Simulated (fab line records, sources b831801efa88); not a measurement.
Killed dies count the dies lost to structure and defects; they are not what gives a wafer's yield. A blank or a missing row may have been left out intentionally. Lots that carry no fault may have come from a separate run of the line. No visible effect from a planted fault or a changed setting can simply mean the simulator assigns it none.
fab line records	flow sky130
[record] lots = 10	wafers = 30	last-day = 50
route steps=708 shown VIA1@472 METAL2@498 VIA2@509 PAD_OPEN@708
lots with no fault: from the same line, run without faults
start-h: the number of hours between the record's first day and the start of the first shown wafer of the lot	wait-h: time in hours since the lot's previous step	" the same as in the row above	L1.1+2: a row that stands for several wafers	- no value present, or no start provided	* or withheld: withheld	< > ~ a bound
route shown NAME@n: a module of which the file shows steps, and the number in the route of the first	usual: the fault-free wafers' mean and standard deviation	same: alike in all rows	chamber/n: place in a boat	sites: per-site readings	_std_site: how widely they spread, as a standard deviation	_edge_site: mean of outer sites minus mean of inner sites	radius-mm: for every site, how far away it sits from the centre of the wafer	mask NAME#n: copy n	behind: the most recent tool/chamber to have shaped the wafer	hold: reason for holding the lot/hours on hold/outcome of the hold	device: the n, p or np transistor that did not switch	end of line: at the end of the route, the tests of the same wafers	step lacking rows: just its recipe	killed: count of dies lost to structure and defects at first sort (not the wafer's yield)	map: per-die view of a wafer (x killed, . not killed, _ where there is no die)
set.NAME: the setting as run; set.NAME@STEP: as run at that earlier step	model.NAME: the simulator's own value behind a step, which no gauge read
one table for each step of the route and one row for each wafer, over a sample of lots
services: a tool's chamber out of use, with start hour (start-h, from the record's first day; less than 0 if before it), hours out, and reason
[[steps]]
[step SKY_VIA1_ETCH_14]
[recipe] chemistry = N2/H2	target = BARC	ion-energy-ev = 200	source-w = 500	bias-w = 100	pressure-mtorr = 30	n2-flow-sccm = 100	h2-flow-sccm = 200	stop-on = SiO2	time-s = 45.9	target-depth-a = 600
[usual] drypump-motor-current-A = 5.7/0.62	n2-flow-sccm = 100.0/0.3	oes-product-au = 0.855/0.0046	throttle-valve-pct = 13.224/0.0078
lot.wafer	tool	chamber	start-h	wait-h	drypump-motor-current-A	n2-flow-sccm	oes-product-au	rf-hours-counter-h	throttle-valve-pct
L929.1	rie-diel-02	1	782.72	0.0	6.5	99.7	0.856	1	13.218
L929.2	"	0	"	"	5.9	100.6	0.853	7	13.221
L929.3	"	2	"	"	6.2	100.2	0.865	8	13.237
L930.2	rie-diel-01	3	785.97	0.0	6.3	100.1	0.862	18	13.245
L930.3	"	1	"	"	5.9	100.4	0.858	6	13.215
L930.5	"	0	"	"	4.8	99.9	0.854	-	13.225
L933.4	rie-diel-03	1	853.80	0.0	5.9	99.9	0.859	-	13.237
L933.5	"	0	"	"	5.1	100.2	0.854	-	13.217
L933.6	"	3	"	"	4.9	99.8	0.857	-	13.231
L937.3	rie-diel-03	0	868.72	0.0	5.1	99.5	0.860	10	13.215
L937.4	"	2	"	"	5.4	100.1	0.854	14	13.231
L937.5	"	2	"	"	5.4	100.1	0.856	-	13.227
L941.1	rie-diel-02	3	888.57	0.0	6.5	99.7	0.855	12	13.218
L941.2	"	2	"	"	6.2	100.3	0.856	10	13.231
L941.6	"	1	"	"	6.4	100.0	0.863	-	13.228
L940.1	rie-diel-02	0	889.98	0.0	5.8	100.1	0.853	9	13.224
L940.5	"	1	"	"	6.4	100.2	0.855	-	13.227
L940.6	"	2	"	"	6.2	99.6	0.861	-	13.218
L946.1	rie-diel-03	3	915.69	0.0	4.9	99.9	0.854	0	13.218
L946.3	"	2	"	"	5.4	100.2	0.851	16	13.222
L946.5	"	3	"	"	4.9	100.0	0.856	-	13.225
L947.1	rie-diel-01	2	923.77	0.0	4.9	99.8	0.854	10	13.220
L947.3	"	0	"	"	4.8	100.0	0.855	7	13.236
L947.6	"	3	"	"	6.3	99.8	0.856	-	13.224
L948.1	rie-diel-01	2	929.68	0.0	4.9	99.8	0.857	10	13.229
L948.3	"	3	"	"	6.3	100.2	0.861	22	13.220
L948.4	"	0	"	"	4.8	100.2	0.848	7	13.232
L952.1	rie-diel-03	2	958.47	0.0	5.4	100.3	0.854	17	13.224
L952.2	"	1	"	"	5.9	99.6	0.856	14	13.228
L952.3	"	0	"	"	5.1	99.3	0.856	13	13.222
[step SKY_METAL2_CD_MEAS_15]
[recipe] target-cd-nm = 140
[usual] cd-nm = 139.6/1.7
lot.wafer	tool	chamber	start-h	wait-h	cd-nm
L929.1	cd-sem-02	-	811.33	-	140.2
L929.2	"	-	"	"	139.0
L929.3	"	-	"	"	140.0
L930.2	cd-sem-01	-	813.75	-	137.6
L930.3	"	-	"	"	138.4
L930.5	"	-	"	"	139.1
L933.4	cd-sem-01	-	881.21	-	139.4
L933.5	"	-	"	"	138.1
L933.6	"	-	"	"	139.5
L937.3	cd-sem-02	-	896.54	-	138.9
L937.4	"	-	"	"	138.2
L937.5	"	-	"	"	139.9
L941.1	cd-sem-01	-	914.59	-	138.7
L941.2	"	-	"	"	139.0
L941.6	"	-	"	"	139.5
L940.1	cd-sem-02	-	916.78	-	139.9
L940.5	"	-	"	"	141.7
L940.6	"	-	"	"	141.9
L946.1	cd-sem-02	-	941.18	-	140.3
L946.3	"	-	"	"	140.5
L946.5	"	-	"	"	142.7
L947.1	cd-sem-02	-	949.23	-	138.9
L947.3	"	-	"	"	141.4
L947.6	"	-	"	"	140.5
L948.1	cd-sem-01	-	955.30	-	139.1
L948.3	"	-	"	"	140.5
L948.4	"	-	"	"	139.8
L952.1	cd-sem-02	-	984.40	-	139.9
L952.2	"	-	"	"	140.0
L952.3	"	-	"	"	139.3
[step SKY_VIA2_CMP_02]
[recipe] material = SiO2	down-force-psi = 4	platen-rpm = 60	pad-velocity-m-s = 0.94248
[usual] edge-zone-pressure-frac = 1.000/0.0043	head-pressure-psi = 4.001/0.01	motor-current-A = 11.2/0.95	platen-rpm = 60.00/0.041
lot.wafer	tool	chamber	start-h	wait-h	edge-zone-pressure-frac	head-pressure-psi	motor-current-A	platen-rpm
L929.1	cmp-01	3	812.45	0.1	0.998	3.995	11.0	60.01
L929.2	"	0	"	"	0.996	4.000	13.1	59.99
L929.3	"	1	"	"	0.999	4.003	11.3	60.01
L930.3	cmp-01	1	814.91	0.0	1.009	3.995	10.7	59.99
L930.2	"	2	"	"	1.007	4.003	9.5	60.07
L930.5	"	1	"	"	1.004	4.002	10.7	59.99
L933.4	cmp-01	0	882.26	0.0	1.001	3.998	13.1	59.99
L933.5	"	0	"	"	1.002	4.012	13.4	59.96
L933.6	"	1	"	"	1.004	4.016	11.2	60.01
L937.4	cmp-01	1	897.63	0.0	1.002	4.000	11.1	60.02
L937.3	"	0	"	"	0.999	3.996	13.2	60.01
L937.5	"	2	"	"	1.006	4.010	9.6	59.95
L941.1	cmp-02	0	916.01	0.2	-	-	-	-
L941.2	"	1	"	"	-	-	-	-
L941.6	"	0	"	"	-	-	-	-
L940.1	cmp-01	1	918.17	0.2	-	-	-	-
L940.6	"	2	"	"	-	-	-	-
L940.5	"	3	"	"	-	-	-	-
L946.3	cmp-02	0	942.55	0.1	0.996	3.987	10.9	60.06
L946.1	"	2	"	"	1.004	4.003	11.5	60.07
L946.5	"	0	"	"	0.995	3.990	10.9	60.01
L947.3	cmp-01	1	950.35	0.0	1.002	4.015	10.7	59.95
L947.1	"	2	"	"	0.998	4.013	9.5	59.97
L947.6	"	1	"	"	1.008	4.008	11.7	60.04
L948.1	cmp-02	1	956.61	0.1	1.003	4.005	11.0	60.03
L948.3	"	2	"	"	1.004	3.993	12.0	59.98
L948.4	"	3	"	"	1.005	4.006	11.5	59.99
L952.3	cmp-02	1	985.51	0.0	0.997	4.011	11.8	60.03
L952.2	"	2	"	"	1.003	3.988	11.5	60.04
L952.1	"	3	"	"	0.995	4.004	11.8	60.00
[step SKY_VIA2_BOW_MEAS_03]
[recipe] mode = bow
[usual] VIA2_BOW = 85/7.4
lot.wafer	tool	chamber	start-h	wait-h	VIA2_BOW[um]
L929.1	film-metro-03	-	812.75	0.2	87
L929.2	"	-	"	"	83
L929.3	"	-	"	"	78
L930.2	film-metro-03	-	815.23	0.2	76
L930.3	"	-	"	"	75
L930.5	"	-	"	"	77
L933.4	film-metro-03	-	882.62	0.3	79
L933.5	"	-	"	"	81
L933.6	"	-	"	"	81
L937.3	film-metro-01	-	897.97	0.1	96
L937.4	"	-	"	"	79
L937.5	"	-	"	"	83
L941.1	film-metro-04	-	916.31	0.2	111
L941.2	"	-	"	"	88
L941.6	"	-	"	"	106
L940.1	film-metro-04	-	918.32	0.1	123
L940.5	"	-	"	"	129
L940.6	"	-	"	"	123
L946.1	film-metro-03	-	942.80	0.1	84
L946.3	"	-	"	"	86
L946.5	"	-	"	"	84
L947.1	film-metro-01	-	950.65	0.2	89
L947.3	"	-	"	"	106
L947.6	"	-	"	"	89
L948.1	film-metro-01	-	956.91	0.2	86
L948.3	"	-	"	"	88
L948.4	"	-	"	"	93
L952.1	film-metro-03	-	985.81	0.1	94
L952.2	"	-	"	"	85
L952.3	"	-	"	"	83
[step SKY_VIA2_ETCH_15]
[recipe] target = SiO2	chemistry = C4F8/O2/Ar	target-depth-nm = 546	stop-on = TiN	mask-material = KrF-thick	source-w = 1500	bias-w = 1200	pressure-mtorr = 40	c4f8-flow-sccm = withheld	O2_flow_sccm = 6	Ar_flow_sccm = 300	time-s = 84
[usual] oes-product-au = 0.940/0.0048
lot.wafer	tool	chamber	start-h	wait-h	oes-product-au	rf-hours-counter-h
L929.1	rie-diel-04	1	839.66	0.0	0.939	15
L929.2	"	2	"	"	0.941	14
L929.3	"	3	"	"	0.934	14
L930.2	rie-diel-04	0	841.57	0.0	0.934	9
L930.3	"	2	"	"	0.946	14
L930.5	"	1	"	"	0.950	-
L933.4	rie-diel-01	1	908.12	0.0	0.938	11
L933.5	"	2	"	"	0.943	-
L933.6	"	1	"	"	0.942	-
L937.3	rie-diel-02	2	922.86	0.0	0.933	12
L937.4	"	0	"	"	0.941	10
L937.5	"	2	"	"	0.942	-
L941.1	rie-diel-04	2	940.77	0.0	1.601	18
L941.2	"	0	"	"	1.624	13
L941.6	"	2	"	"	1.609	-
L940.1	rie-diel-02	3	942.16	0.0	1.653	13
L940.5	"	2	"	"	1.647	-
L940.6	"	3	"	"	1.642	-
L946.1	rie-diel-04	2	967.27	0.0	0.942	19
L946.3	"	3	"	"	0.942	18
L946.5	"	2	"	"	0.951	-
L947.1	rie-diel-01	0	975.21	0.0	0.939	8
L947.3	"	1	"	"	0.942	12
L947.6	"	1	"	"	0.939	-
L948.1	rie-diel-02	3	981.46	0.0	0.933	14
L948.3	"	2	"	"	0.937	13
L948.4	"	1	"	"	0.939	6
L952.1	rie-diel-04	2	1009.21	0.0	0.943	20
L952.2	"	3	"	"	0.941	19
L952.3	"	0	"	"	0.943	16
[step SKY_VIA2_CVD_21]
[recipe] material = W	target-thk-nm = 420	time-s = 126.4	temp-c = 400	pressure-torr = 40
[usual] heater-power-w = 851/110
lot.wafer	tool	chamber	start-h	wait-h	heater-power-w
L929.1	cvd-w-02	0	840.42	0.0	846
L929.2	"	1	"	"	1041
L929.3	"	0	"	"	838
L930.2	cvd-w-01	0	842.32	0.0	852
L930.3	"	0	"	"	839
L930.5	"	0	"	"	861
L933.4	cvd-w-01	1	909.06	0.1	737
L933.5	"	1	"	"	738
L933.6	"	0	"	"	856
L937.3	cvd-w-02	1	924.02	0.1	1029
L937.4	"	0	"	"	773
L937.5	"	0	"	"	789
L941.1	cvd-w-01	1	941.48	0.0	774
L941.2	"	0	"	"	846
L941.6	"	1	"	"	728
L940.1	cvd-w-02	1	942.90	0.0	1047
L940.5	"	0	"	"	767
L940.6	"	1	"	"	1030
L946.1	cvd-w-01	1	967.99	0.0	731
L946.3	"	1	"	"	729
L946.5	"	1	"	"	735
L947.1	cvd-w-01	0	975.96	0.0	841
L947.3	"	1	"	"	718
L947.6	"	1	"	"	762
L948.1	cvd-w-01	0	982.18	0.0	843
L948.3	"	0	"	"	839
L948.4	"	1	"	"	758
L952.1	cvd-w-02	0	1009.93	0.0	755
L952.2	"	1	"	"	1063
L952.3	"	0	"	"	790
[step SKY_PAD_OPEN_PROBE_99]
[usual] defect-limited-yield = 82.4/1.9	killed_at_M0_to_M3 = 44/7.2	killed_at_M4_up = 3.2/1.8	killed-at-contacts = 24/5.4	killed-at-front-end = 15/4	killed-at-other = 0.3/0.56	killed-dies = 87/9.2	killed-on-rim = 17/4	killed-open = 47/7.3	killed-short = 39/5.7	sort_bin_3_pad_short = 0.9/0.45	sort_bin_5_function = 10.6/1.5	sort_bin_6_memory = 6.2/1.1	sort-n-pass = 405/9.2	sort-yield-pct = 82.4/1.9
[same] gross-dies = 492	killed-at-back-side = 0	sort_bin_4_leakage[%] = 0	sort_bin_8_speed[%] = 0
lot.wafer	tool	chamber	start-h	wait-h	defect-limited-yield[%]	killed_at_M0_to_M3	killed_at_M4_up	killed-at-contacts	killed-at-front-end	killed-at-other	killed-dies	killed-on-rim	killed-open	killed-short	sort_bin_3_pad_short[%]	sort_bin_5_function[%]	sort_bin_6_memory[%]	sort-n-pass	sort-yield-pct[%]
L941.1	prober-01	-	1147.57	0.1	0	446	5	26	15	0	492	96	48	34	0.6	94.5	4.9	0	0
L941.2	prober-01	-	1147.62	0.1	0	438	3	34	17	0	492	96	62	40	0.8	90.7	8.5	0	0
L941.6	prober-01	-	1147.82	0.2	0	455	3	17	17	0	492	96	32	40	1.2	94.7	4.1	0	0
L940.1	prober-02	-	1152.16	0.1	0	437	2	41	12	0	492	96	58	45	1.8	90.7	7.5	0	0
L940.5	prober-02	-	1152.36	0.2	0	454	2	25	9	2	492	96	44	43	1.4	92.7	5.9	0	0
L940.6	prober-02	-	1152.41	0.2	0	451	4	20	17	0	492	96	44	39	0.6	93.1	6.3	0	0
L947.1	prober-02	-	1173.77	0.1	79.1	60	1	24	18	0	103	15	60	43	1.0	12.8	7.1	389	79.1
L947.3	prober-02	-	1173.87	0.2	82.9	41	7	19	16	1	84	16	46	38	0.6	11.6	4.9	408	82.9
L947.6	prober-02	-	1174.02	0.2	80.5	46	0	30	20	0	96	15	50	46	1.2	11.2	7.1	396	80.5
// killed by level:class
L941.1 VIA2:area-cmp=409 VIA3:geometric-particle:open=10 CONTACT:geometric-particle:open=8 VIA2:geometric-particle:open=8 LI_CONTACT:geometric-particle:short=6 LI_CONTACT:geometric-particle:open=4 CONTACT:geometric-particle:short=4 METAL1:geometric-particle:short=4
L941.2 VIA2:area-cmp=387 VIA1:geometric-particle:open=18 LI_CONTACT:geometric-particle:open=9 CONTACT:geometric-particle:open=9 FIELD_ISO:geometric-particle:short=7 VIA3:geometric-particle:open=7 LOCAL_INTERCONNECT:geometric-particle:short=6 POLY_GATE:geometric-particle:open=5
L941.6 VIA2:area-cmp=420 VIA1:geometric-particle:open=10 VIA1:geometric-particle:short=7 CONTACT:geometric-particle:open=6 FIELD_ISO:geometric-particle:open=5 FIELD_ISO:geometric-particle:short=4 CONTACT:geometric-particle:short=4 METAL3:geometric-particle:short=4
L940.1 VIA2:area-cmp=389 CONTACT:geometric-particle:open=20 LI_CONTACT:geometric-particle:open=10 VIA2:geometric-particle:short=8 VIA2:geometric-particle:open=8 VIA1:geometric-particle:open=7 CONTACT:geometric-particle:short=6 METAL1:geometric-particle:short=6
L940.5 VIA2:area-cmp=404 CONTACT:geometric-particle:open=11 VIA2:geometric-particle:open=9 LI_CONTACT:geometric-particle:open=8 METAL3:geometric-particle:short=8 VIA1:geometric-particle:open=7 VIA2:geometric-particle:short=7 METAL1:geometric-particle:short=5
L940.6 VIA2:area-cmp=409 VIA2:geometric-particle:open=8 VIA3:geometric-particle:open=8 VIA1:geometric-particle:open=7 METAL2:geometric-particle:short=6 LOCAL_INTERCONNECT:geometric-particle:short=6 CONTACT:geometric-particle:open=6 CONTACT:geometric-particle:short=5
L947.1 VIA2:geometric-particle:open=13 VIA1:geometric-particle:open=11 CONTACT:geometric-particle:open=11 LI_CONTACT:geometric-particle:open=7 METAL3:geometric-particle:short=7 VIA3:geometric-particle:short=6 VIA1:geometric-particle:short=6 FIELD_ISO:geometric-particle:short=5
L947.3 VIA1:geometric-particle:open=12 POLY_GATE:geometric-particle:open=7 LOCAL_INTERCONNECT:geometric-particle:short=6 VIA2:geometric-particle:open=6 LI_CONTACT:geometric-particle:open=5 CONTACT:geometric-particle:open=5 POLY_GATE:geometric-particle:short=4 METAL1:geometric-particle:short=4
L947.6 CONTACT:geometric-particle:open=12 VIA1:geometric-particle:open=11 CONTACT:geometric-particle:short=9 FIELD_ISO:geometric-particle:open=8 VIA3:geometric-particle:open=7 POLY_GATE:geometric-particle:short=6 METAL1:geometric-particle:short=6 VIA1:geometric-particle:short=6
[[services]]
tool	chamber	start-h	hours	kind
rie-diel-01	3	761.38	5.8	repair
rie-diel-02	0	789.76	2.6	repair
cvd-w-02	-	796.32	6.0	pm
cmp-02	-	800.81	1.5	repair
rie-diel-02	1	833.92	10.2	repair
cvd-w-02	-	838.94	0.5	repair
rie-diel-04	1	844.44	16.2	repair
rie-diel-03	2	851.01	8.0	repair
rie-diel-01	0	878.28	12.3	repair
rie-diel-03	0	887.95	4.0	repair
cmp-01	-	894.05	0.2	repair
rie-diel-04	3	910.51	33.5	repair
rie-diel-01	3	911.58	3.2	repair
cmp-01	-	912.13	4.0	pm
rie-diel-01	-	916.71	4.3	pm
rie-diel-02	3	923.00	10.9	repair
cvd-w-01	0	923.48	4.7	repair
cmp-01	-	928.51	1.8	repair
rie-diel-01	1	944.63	5.4	repair
cvd-w-01	1	956.15	1.9	repair
cmp-01	-	956.91	4.2	pm
cmp-01	-	965.56	3.6	repair
cvd-w-01	-	999.65	6.0	pm
rie-diel-01	1	1004.25	10.0	repair
[[key]]
[first-sign] step = SKY_VIA2_CMP_02	reading = tool-record	direction = missing
[effect] step = SKY_VIA2_BOW_MEAS_03	reading = VIA2_BOW	direction = up	sigmas = 3.9	usual = 85	struck = 113
[effect] step = SKY_VIA2_ETCH_15	reading = oes-product-au	direction = up	sigmas = 99+	usual = 0.940	struck = 1.629
[effect] step = SKY_PAD_OPEN_PROBE_99	reading = sort_bin_5_function	direction = up	sigmas = 56	usual = 10.6	struck = 92.7
[more-kills-born-at] SKY_VIA2_CMP_02@cmp-02 = 1213	SKY_VIA2_CMP_02@cmp-01 = 1199
met-at SKY_VIA2_CMP_02
struck-lots L940,L941
later-rows-left-out L940.1,L940.5,L940.6,L941.1,L941.2,L941.6
not-acting-at SKY_VIA1_ETCH_14,SKY_METAL2_CD_MEAS_15,SKY_VIA2_CVD_21
onset-between 897.63 916.01
[fault] kind = skipped-step-whole	tool = cmp-01,cmp-02	chamber = -	onset-h = 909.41	steps = SKY_VIA2_CMP_02	scope = struck-lots-only
// later-rows-left-out: the simulator's readings of these wafers behind a module that went badly wrong aren't trusted and aren't shown, but for the sort
